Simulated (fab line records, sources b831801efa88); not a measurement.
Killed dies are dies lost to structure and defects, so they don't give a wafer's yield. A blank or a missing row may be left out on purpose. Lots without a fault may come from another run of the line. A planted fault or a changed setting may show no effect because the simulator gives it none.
fab line records | flow sky130
record lots=15 wafers=45 last_day=50
route steps=708 shown VIA3@586 METAL4@598 CAP2M@605
lots that met no fault: from a run of the same line without faults
start_h: hours from the record's first day to the start of the lot's first wafer shown | wait_h: hours since the lot's step before | " the same as in the row above | L1.1+2: a row that stands for several wafers | - no value, or no start given | * or withheld: withheld | < > ~ a bound
route shown NAME@n: a module of which the file shows steps, and the number in the route of the first | usual: mean/standard deviation of fault-free wafers | same: alike in all rows | chamber/n: place in a boat | sites: the reading at each site | _std_site: their standard deviation | _edge_site: outer sites' mean less inner sites' | radius_mm: how far each site lies from the wafer's centre | mask NAME#n: copy n | behind: the tool/chamber that last shaped the wafer | hold: why the lot was held/for how many hours/how that ended | device: the transistor (n, p or np) that didn't switch | end of line: the same wafers' tests at the end of the route | a step without rows: its recipe alone | killed: dies lost to structure and defects at the first sort, not the wafer's yield | map: a wafer's dies, x killed, . not, _ none there
set.NAME: the setting as run; set.NAME@STEP: as run at that earlier step | model.NAME: the simulator's own value behind a step, which no gauge read
steps of the route over a sample of lots; a table a step, a row a wafer
services: from which hour (start_h, from the record's first day; less than 0 if before it) a tool's chamber was out of use, for how many hours, and why
## steps
# step SKY_VIA3_OVL_MEAS_13
# usual VIA3_OVL=-1/5
# columns lot.wafer tool chamber start_h wait_h VIA3_OVL[nm]
L801.3 overlay-01 - 935.02 0.1 5
L801.5 " - " " 10
L801.6 " - " " -1
L802.2 overlay-02 - 941.49 0.1 -1
L802.4 " - " " 5
L802.6 " - " " 6
L804.2 overlay-02 - 958.56 0.1 -5
L804.4 " - " " 0
L804.5 " - " " -7
L806.1 overlay-01 - 969.68 0.1 3
L806.3 " - " " -6
L806.5 " - " " 1
L807.1 overlay-01 - 985.68 0.1 -3
L807.2 " - " " -2
L807.4 " - " " -6
L808.2 overlay-01 - 992.51 0.1 -5
L808.4 " - " " 1
L808.6 " - " " 8
L809.3 overlay-02 - 996.37 0.1 -5
L809.4 " - " " -7
L809.5 " - " " -2
L810.3 overlay-02 - 1002.34 0.1 3
L810.4 " - " " -4
L810.5 " - " " -8
L812.4 overlay-01 - 1016.18 0.1 -2
L812.5 " - " " -6
L812.6 " - " " 4
L813.1 overlay-02 - 1019.38 0.1 -3
L813.4 " - " " -4
L813.6 " - " " 1
L814.1 overlay-01 - 1029.38 0.1 9
L814.3 " - " " 9
L814.4 " - " " 6
L815.1 overlay-02 - 1036.83 0.1 1
L815.4 " - " " -2
L815.6 " - " " -3
L816.2 overlay-02 - 1041.72 0.1 3
L816.3 " - " " -8
L816.6 " - " " 5
L819.2 overlay-02 - 1058.79 0.1 -3
L819.4 " - " " 0
L819.6 " - " " 1
L823.2 overlay-02 - 1079.47 0.1 -5
L823.3 " - " " -1
L823.6 " - " " -2
# step SKY_METAL4_SPUTTER_00
# recipe material=Ti target_thk_nm=15 power_w=3000 time_s=10 chamber_pressure_pa=0.4
# usual cathode_dc_power_W=3000.0/0.52 chamber_pressure_pa=0.4000/0.00092 throttle_valve_pct=30.0/0.85
# columns lot.wafer tool chamber start_h wait_h cathode_dc_power_W chamber_pressure_pa throttle_valve_pct
L801.3 pvd_sputter-03 - 936.41 0.2 3000.6 0.4006 30.3
L801.5 " - " " 3000.8 0.4007 30.2
L801.6 " - " " 3000.0 0.3996 29.8
L802.2 pvd_sputter-03 - 942.88 0.1 2999.8 0.4013 29.8
L802.4 " - " " 2999.7 0.3991 31.5
L802.6 " - " " 3000.2 0.3992 30.1
L804.2 pvd_sputter-02 - 960.05 0.2 3000.6 0.3999 28.6
L804.4 " - " " 2999.5 0.4000 29.8
L804.5 " - " " 3000.1 0.4021 30.0
L806.1 pvd_sputter-03 - 971.21 0.2 3001.2 0.4006 31.5
L806.3 " - " " 2999.4 0.3999 30.3
L806.5 " - " " 3000.0 0.3992 29.8
L807.1 pvd_sputter-02 - 987.25 0.1 3001.0 0.4019 30.3
L807.2 " - " " 3000.5 0.4002 30.1
L807.4 " - " " 2999.5 0.4001 28.6
L808.2 pvd_sputter-01 - 994.05 0.1 3000.2 0.4004 29.4
L808.4 " - " " 2999.8 0.4007 29.1
L808.6 " - " " 2999.7 0.3991 28.7
L809.3 pvd_sputter-02 - 997.76 0.2 2999.6 0.3997 30.1
L809.4 " - " " 2999.1 0.3985 30.4
L809.5 " - " " 3000.2 0.4002 29.9
L810.3 pvd_sputter-01 - 1003.76 0.1 3001.6 0.3998 29.1
L810.4 " - " " 3000.2 0.3993 28.2
L810.5 " - " " 2999.8 0.4008 31.6
L812.4 pvd_sputter-01 - 1017.59 0.1 2999.8 0.4006 29.2
L812.5 " - " " 3000.6 0.3994 31.1
L812.6 " - " " 3000.7 0.4001 28.9
L813.1 pvd_sputter-03 - 1020.81 0.2 2999.5 0.4005 31.4
L813.4 " - " " 3000.0 0.4014 30.3
L813.6 " - " " 2999.5 0.3989 29.9
L814.1 pvd_sputter-01 - 1030.78 0.1 - - -
L814.3 " - " " - - -
L814.4 " - " " - - -
L815.1 pvd_sputter-03 - 1038.24 0.1 - - -
L815.4 " - " " - - -
L815.6 " - " " - - -
L816.2 pvd_sputter-01 - 1043.17 0.1 - - -
L816.3 " - " " - - -
L816.6 " - " " - - -
L819.2 pvd_sputter-02 - 1060.68 0.2 3000.8 0.3998 28.4
L819.4 " - " " 2999.7 0.4008 30.1
L819.6 " - " " 3000.6 0.4006 30.0
L823.2 pvd_sputter-01 - 1081.04 0.2 2999.5 0.3997 28.7
L823.3 " - " " 3000.3 0.4001 31.8
L823.6 " - " " 2999.9 0.4008 29.3
# step SKY_CAP2M_SPUTTER_02
# recipe material=TiN target_thk_nm=200 temp_c=300 power_w=6500 time_s=166.7 chamber_pressure_pa=0.4
# usual cathode_dc_power_W=6500.2/1.1 chamber_pressure_pa=0.4001/0.00073 throttle_valve_pct=30.0/0.79
# columns lot.wafer tool chamber start_h wait_h cathode_dc_power_W chamber_pressure_pa throttle_valve_pct
L801.3 pvd_sputter-04 - 936.65 0.0 6500.0 0.4004 30.3
L801.5 " - " " 6501.1 0.4000 31.3
L801.6 " - " " 6499.9 0.3999 30.3
L802.2 pvd_sputter-04 - 943.12 0.0 6501.6 0.4009 29.8
L802.4 " - " " 6500.7 0.3998 30.5
L802.6 " - " " 6501.9 0.4007 31.4
L804.2 pvd_sputter-01 - 960.35 0.0 6500.4 0.4004 31.3
L804.4 " - " " 6500.1 0.3993 30.3
L804.5 " - " " 6499.0 0.3995 28.9
L806.1 pvd_sputter-01 - 971.45 0.1 6503.1 0.3993 28.4
L806.3 " - " " 6499.8 0.4002 29.3
L806.5 " - " " 6499.3 0.3999 29.1
L807.1 pvd_sputter-04 - 987.48 0.1 6500.6 0.4011 29.7
L807.2 " - " " 6500.3 0.4001 30.2
L807.4 " - " " 6500.1 0.4011 29.9
L808.2 pvd_sputter-04 - 994.28 0.0 6500.5 0.3993 30.1
L808.4 " - " " 6500.4 0.4008 30.5
L808.6 " - " " 6500.7 0.4006 29.7
L809.3 pvd_sputter-04 - 997.99 0.0 6501.2 0.3988 31.3
L809.4 " - " " 6500.5 0.3995 29.8
L809.5 " - " " 6500.4 0.4001 31.0
L810.3 pvd_sputter-02 - 1004.00 0.0 6501.2 0.4017 30.0
L810.4 " - " " 6500.3 0.4007 29.9
L810.5 " - " " 6498.6 0.4001 30.1
L812.4 pvd_sputter-02 - 1017.83 0.0 6501.8 0.3997 28.7
L812.5 " - " " 6501.1 0.3993 28.6
L812.6 " - " " 6499.3 0.4005 30.4
L813.1 pvd_sputter-02 - 1021.05 0.1 6499.2 0.3997 30.0
L813.4 " - " " 6499.9 0.4004 30.0
L813.6 " - " " 6498.7 0.3986 30.1
L814.1 pvd_sputter-02 - 1031.01 0.1 6501.7 0.4004 28.7
L814.3 " - " " 6500.3 0.4001 29.8
L814.4 " - " " 6498.9 0.4008 30.1
L815.1 pvd_sputter-01 - 1038.48 0.1 6500.1 0.4000 30.2
L815.4 " - " " 6500.5 0.4005 28.6
L815.6 " - " " 6500.7 0.4005 30.2
L816.2 pvd_sputter-02 - 1043.41 0.0 6500.1 0.4000 28.8
L816.3 " - " " 6501.4 0.4008 30.1
L816.6 " - " " 6500.4 0.3997 29.6
L819.2 pvd_sputter-04 - 1060.92 0.0 6503.0 0.4005 31.2
L819.4 " - " " 6500.3 0.4003 30.2
L819.6 " - " " 6501.2 0.3994 31.3
L823.2 pvd_sputter-02 - 1081.28 0.0 6501.7 0.3998 30.0
L823.3 " - " " 6500.6 0.3994 30.1
L823.6 " - " " 6501.2 0.3989 29.9
## services
# columns tool chamber start_h hours kind
pvd_sputter-01 - 932.96 5.0 repair
pvd_sputter-01 - 941.20 2.6 repair
pvd_sputter-04 - 988.66 1.4 repair
pvd_sputter-02 - 1034.69 4.7 repair
pvd_sputter-02 - 1054.41 2.0 repair
pvd_sputter-01 - 1060.07 2.2 repair
pvd_sputter-04 - 1061.34 1.2 repair
pvd_sputter-04 - 1079.67 4.5 repair
## key
first_sign step=SKY_METAL4_SPUTTER_00 reading=tool_record direction=missing
effect none on later readings
met_at SKY_METAL4_SPUTTER_00
struck_lots L814,L815,L816
later_rows_left_out L814.1,L814.3,L814.4,L815.1,L815.4,L815.6,L816.2,L816.3,L816.6
sort_left_out L814.1,L814.3,L814.4,L815.1,L815.4,L815.6,L816.2,L816.3,L816.6
not_acting_at SKY_VIA3_OVL_MEAS_13,SKY_CAP2M_SPUTTER_02
onset_between 1020.81 1030.78
fault kind=skipped_step_whole tool=pvd_sputter-01,pvd_sputter-03 chamber=- onset_h=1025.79 steps=SKY_METAL4_SPUTTER_00 scope=struck_lots_only
# sort_left_out: the simulated sort isn't trusted on such a fault, so these wafers' sort isn't shown, and their yield isn't known
# later_rows_left_out: the simulator's readings of these wafers behind a module that went badly wrong aren't trusted and aren't shown, but for the sort
